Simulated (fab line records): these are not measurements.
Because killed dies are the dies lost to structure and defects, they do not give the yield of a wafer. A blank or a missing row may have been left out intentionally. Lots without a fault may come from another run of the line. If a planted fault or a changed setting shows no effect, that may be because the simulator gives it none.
Which tool did it? / flow sky130 / 42 wafers from 14 lots sampled at 3 of the route's 708 steps

== WHAT THE GAUGES READ, wafer by wafer ==
The record holds no reading of a measuring or inspecting step that can be judged against a usual standard deviation.

== TOOL THAT RAN EACH LOT (tool first, then ch and the chambers of the sampled wafers, then the start) ==
lot=L619; SKY_CAPM_METAL_ETCH_13=rie_metal-02 ch 0,1, day 37 17:11; SKY_CAPM_STRIP_14=plasma_asher-03 ch 0,1, day 37 17:16; SKY_PAD_OPEN_PROBE_99=prober-01, day 45 18:52
lot=L621; SKY_CAPM_METAL_ETCH_13=rie_metal-02 ch 0, day 38 19:39; SKY_CAPM_STRIP_14=plasma_asher-01 ch 0,1, day 38 19:44; SKY_PAD_OPEN_PROBE_99=-
lot=L622; SKY_CAPM_METAL_ETCH_13=rie_metal-04 ch 0,1, day 38 21:41; SKY_CAPM_STRIP_14=plasma_asher-03 ch 0,1, day 38 21:46; SKY_PAD_OPEN_PROBE_99=-
lot=L624; SKY_CAPM_METAL_ETCH_13=rie_metal-04 ch 0,1, day 39 17:29; SKY_CAPM_STRIP_14=plasma_asher-04 ch 0,1, day 39 17:34; SKY_PAD_OPEN_PROBE_99=-
lot=L627; SKY_CAPM_METAL_ETCH_13=rie_metal-04 ch 0,1, day 40 10:18; SKY_CAPM_STRIP_14=plasma_asher-03 ch 0,1, day 40 10:22; SKY_PAD_OPEN_PROBE_99=-
lot=L628; SKY_CAPM_METAL_ETCH_13=rie_metal-02 ch 0,1, day 43 01:27; SKY_CAPM_STRIP_14=plasma_asher-01 ch 0,1, day 43 01:31; SKY_PAD_OPEN_PROBE_99=-
lot=L629; SKY_CAPM_METAL_ETCH_13=rie_metal-02 ch 0,1, day 43 02:54; SKY_CAPM_STRIP_14=plasma_asher-01 ch 0,1, day 43 02:59; SKY_PAD_OPEN_PROBE_99=-
lot=L630; SKY_CAPM_METAL_ETCH_13=rie_metal-02 ch 0,1, day 43 04:37; SKY_CAPM_STRIP_14=plasma_asher-04 ch 0,1, day 43 04:41; SKY_PAD_OPEN_PROBE_99=prober-01, day 50 08:37
lot=L632; SKY_CAPM_METAL_ETCH_13=rie_metal-02 ch 0,1, day 43 06:38; SKY_CAPM_STRIP_14=plasma_asher-04 ch 0,1, day 43 06:43; SKY_PAD_OPEN_PROBE_99=prober-01, day 50 10:14
lot=L636; SKY_CAPM_METAL_ETCH_13=rie_metal-04 ch 0,1, day 43 07:00; SKY_CAPM_STRIP_14=plasma_asher-04 ch 0,1, day 43 07:05; SKY_PAD_OPEN_PROBE_99=prober-01, day 50 11:52
lot=L635; SKY_CAPM_METAL_ETCH_13=rie_metal-02 ch 0,1, day 43 07:44; SKY_CAPM_STRIP_14=plasma_asher-03 ch 0,1, day 43 07:49; SKY_PAD_OPEN_PROBE_99=prober-02, day 50 13:14
lot=L634; SKY_CAPM_METAL_ETCH_13=rie_metal-01 ch 0,1, day 43 08:02; SKY_CAPM_STRIP_14=plasma_asher-04 ch 0,1, day 43 08:07; SKY_PAD_OPEN_PROBE_99=prober-02, day 50 14:47
lot=L637; SKY_CAPM_METAL_ETCH_13=rie_metal-04 ch 0,1, day 43 08:41; SKY_CAPM_STRIP_14=plasma_asher-04 ch 0,1, day 43 08:46; SKY_PAD_OPEN_PROBE_99=-
lot=L639; SKY_CAPM_METAL_ETCH_13=rie_metal-01 ch 0,1, day 43 12:05; SKY_CAPM_STRIP_14=plasma_asher-03 ch 0,1, day 43 12:10; SKY_PAD_OPEN_PROBE_99=-
- SKY_CAPM_METAL_ETCH_13: etches TiN in Cl2/BCl3, stops on SiO2, target depth 220 nm, time 62.9 s.
- SKY_CAPM_STRIP_14: strips in O2/N2.
- SKY_PAD_OPEN_PROBE_99

== AS READ BY THE TOOLS THEMSELVES (means over the sampled wafers that have a number; for cases with no such wafer, the mark the record gives instead) ==
SKY_CAPM_METAL_ETCH_13. Usual: drypump_motor_current_A 5.9 A, standard deviation 0.39; oes_product_au 0.943 a.u., standard deviation 0.0062; run_length_s 91.1 s, standard deviation 0.41; throttle_valve_pct 21.901 %, standard deviation 0.0096.
lot=L619; tool=rie_metal-02; drypump_motor_current_A (A)=5.7; oes_product_au (a.u.)=0.945; run_length_s (s)=91.1; throttle_valve_pct (%)=21.890; flag=
lot=L621; tool=rie_metal-02; drypump_motor_current_A (A)=5.8; oes_product_au (a.u.)=0.943; run_length_s (s)=90.5; throttle_valve_pct (%)=21.904; flag=
lot=L622; tool=rie_metal-04; drypump_motor_current_A (A)=5.7; oes_product_au (a.u.)=0.936; run_length_s (s)=91.4; throttle_valve_pct (%)=21.914; flag=
lot=L624; tool=rie_metal-04; drypump_motor_current_A (A)=5.5; oes_product_au (a.u.)=0.953; run_length_s (s)=89.1; throttle_valve_pct (%)=21.881; flag=OFF
lot=L627; tool=rie_metal-04; drypump_motor_current_A (A)=5.7; oes_product_au (a.u.)=0.983; run_length_s (s)=87.7; throttle_valve_pct (%)=21.876; flag=OFF
lot=L628; tool=rie_metal-02; drypump_motor_current_A (A)=5.7; oes_product_au (a.u.)=0.939; run_length_s (s)=91.2; throttle_valve_pct (%)=21.900; flag=
lot=L629; tool=rie_metal-02; drypump_motor_current_A (A)=5.7; oes_product_au (a.u.)=0.947; run_length_s (s)=90.9; throttle_valve_pct (%)=21.895; flag=
lot=L630; tool=rie_metal-02; drypump_motor_current_A (A)=5.8; oes_product_au (a.u.)=0.941; run_length_s (s)=91.1; throttle_valve_pct (%)=21.902; flag=
lot=L632; tool=rie_metal-02; drypump_motor_current_A (A)=5.8; oes_product_au (a.u.)=0.950; run_length_s (s)=90.9; throttle_valve_pct (%)=21.897; flag=
lot=L636; tool=rie_metal-04; drypump_motor_current_A (A)=5.5; oes_product_au (a.u.)=0.943; run_length_s (s)=90.9; throttle_valve_pct (%)=21.908; flag=
lot=L635; tool=rie_metal-02; drypump_motor_current_A (A)=5.8; oes_product_au (a.u.)=0.943; run_length_s (s)=91.0; throttle_valve_pct (%)=21.903; flag=
lot=L634; tool=rie_metal-01; drypump_motor_current_A (A)=6.4; oes_product_au (a.u.)=0.934; run_length_s (s)=91.1; throttle_valve_pct (%)=21.916; flag=
lot=L637; tool=rie_metal-04; drypump_motor_current_A (A)=5.7; oes_product_au (a.u.)=0.943; run_length_s (s)=91.1; throttle_valve_pct (%)=21.904; flag=
lot=L639; tool=rie_metal-01; drypump_motor_current_A (A)=6.4; oes_product_au (a.u.)=0.938; run_length_s (s)=91.5; throttle_valve_pct (%)=21.900; flag=

SKY_CAPM_STRIP_14. Usual: drypump_motor_current_A 5.5 A, standard deviation 0.35; oes_product_au 0.711 a.u., standard deviation 0.0045; strip_time_to_endpoint_s 12.68 s, standard deviation 0.038.
lot=L619; tool=plasma_asher-03; drypump_motor_current_A (A)=5.3; oes_product_au (a.u.)=0.711; strip_time_to_endpoint_s (s)=12.71; flag=
lot=L621; tool=plasma_asher-01; drypump_motor_current_A (A)=6.1; oes_product_au (a.u.)=0.709; strip_time_to_endpoint_s (s)=12.72; flag=
lot=L622; tool=plasma_asher-03; drypump_motor_current_A (A)=5.3; oes_product_au (a.u.)=0.707; strip_time_to_endpoint_s (s)=12.70; flag=
lot=L624; tool=plasma_asher-04; drypump_motor_current_A (A)=5.6; oes_product_au (a.u.)=0.712; strip_time_to_endpoint_s (s)=12.67; flag=
lot=L627; tool=plasma_asher-03; drypump_motor_current_A (A)=5.4; oes_product_au (a.u.)=0.710; strip_time_to_endpoint_s (s)=12.75; flag=
lot=L628; tool=plasma_asher-01; drypump_motor_current_A (A)=6.2; oes_product_au (a.u.)=0.712; strip_time_to_endpoint_s (s)=12.70; flag=
lot=L629; tool=plasma_asher-01; drypump_motor_current_A (A)=5.7; oes_product_au (a.u.)=0.709; strip_time_to_endpoint_s (s)=12.68; flag=
lot=L630; tool=plasma_asher-04; drypump_motor_current_A (A)=5.5; oes_product_au (a.u.)=0.710; strip_time_to_endpoint_s (s)=12.70; flag=
lot=L632; tool=plasma_asher-04; drypump_motor_current_A (A)=5.5; oes_product_au (a.u.)=0.710; strip_time_to_endpoint_s (s)=12.65; flag=
lot=L636; tool=plasma_asher-04; drypump_motor_current_A (A)=5.5; oes_product_au (a.u.)=0.713; strip_time_to_endpoint_s (s)=12.73; flag=
lot=L635; tool=plasma_asher-03; drypump_motor_current_A (A)=5.4; oes_product_au (a.u.)=0.715; strip_time_to_endpoint_s (s)=12.70; flag=
lot=L634; tool=plasma_asher-04; drypump_motor_current_A (A)=5.5; oes_product_au (a.u.)=0.712; strip_time_to_endpoint_s (s)=12.69; flag=
lot=L637; tool=plasma_asher-04; drypump_motor_current_A (A)=5.5; oes_product_au (a.u.)=0.709; strip_time_to_endpoint_s (s)=12.69; flag=
lot=L639; tool=plasma_asher-03; drypump_motor_current_A (A)=5.3; oes_product_au (a.u.)=0.710; strip_time_to_endpoint_s (s)=12.67; flag=

SKY_PAD_OPEN_PROBE_99. Usual: defect_limited_yield 82.3 %, standard deviation 2; killed_at_M0_to_M3 44, standard deviation 7.9; killed_at_M4_up 3.1, standard deviation 1.9; killed_at_contacts 24, standard deviation 4.6; killed_at_front_end 16, standard deviation 4.9; killed_at_other 0.3, standard deviation 0.6; killed_dies 87, standard deviation 9.7; killed_open 48, standard deviation 7.2; killed_short 39, standard deviation 5.6.
lot=L619; tool=prober-01; defect_limited_yield (%)=83.1; killed_at_M0_to_M3=38; killed_at_M4_up=2.7; killed_at_contacts=28; killed_at_front_end=14; killed_at_other=0.3; killed_dies=83; killed_open=51; killed_short=31; flag=
lot=L630; tool=prober-01; defect_limited_yield (%)=81.8; killed_at_M0_to_M3=40; killed_at_M4_up=2.3; killed_at_contacts=24; killed_at_front_end=22; killed_at_other=0.7; killed_dies=89; killed_open=51; killed_short=38; flag=
lot=L632; tool=prober-01; defect_limited_yield (%)=82.8; killed_at_M0_to_M3=44; killed_at_M4_up=3.3; killed_at_contacts=21; killed_at_front_end=16; killed_at_other=0.0; killed_dies=85; killed_open=46; killed_short=39; flag=
lot=L636; tool=prober-01; defect_limited_yield (%)=82.7; killed_at_M0_to_M3=42; killed_at_M4_up=2.0; killed_at_contacts=22; killed_at_front_end=19; killed_at_other=0.3; killed_dies=85; killed_open=45; killed_short=40; flag=
lot=L635; tool=prober-02; defect_limited_yield (%)=82.9; killed_at_M0_to_M3=38; killed_at_M4_up=2.0; killed_at_contacts=26; killed_at_front_end=17; killed_at_other=0.7; killed_dies=84; killed_open=43; killed_short=40; flag=
lot=L634; tool=prober-02; defect_limited_yield (%)=84.1; killed_at_M0_to_M3=49; killed_at_M4_up=2.3; killed_at_contacts=17; killed_at_front_end=9; killed_at_other=0.7; killed_dies=78; killed_open=40; killed_short=38; flag=

== THE ANSWER, worked out from the rows above alone ==
Rule: take the mean of a lot's wafers that have a number; if it is more than 3 standard deviations from the usual mean, the lot is off. Also off: a lot with no number at a reading for which 4 or more lots have one. Where the step has rows for the other lots, those lots are counted as sound. After the gauges, taken in route order, come the tools' own readings; for these a lot's mean is taken, as printed above. At the first step where some lot is off, the reading lying furthest off is the one used; lots without a number count as furthest.
Off: L624, L627 (SKY_CAPM_METAL_ETCH_13, run_length_s).
If a tool, at that step or one of the process steps before it, ran each lot that is off and ran no sound lot following the first of them, it fits. No candidate that was tried fits.

== WHAT THE SIMULATOR HAD INSERTED ==
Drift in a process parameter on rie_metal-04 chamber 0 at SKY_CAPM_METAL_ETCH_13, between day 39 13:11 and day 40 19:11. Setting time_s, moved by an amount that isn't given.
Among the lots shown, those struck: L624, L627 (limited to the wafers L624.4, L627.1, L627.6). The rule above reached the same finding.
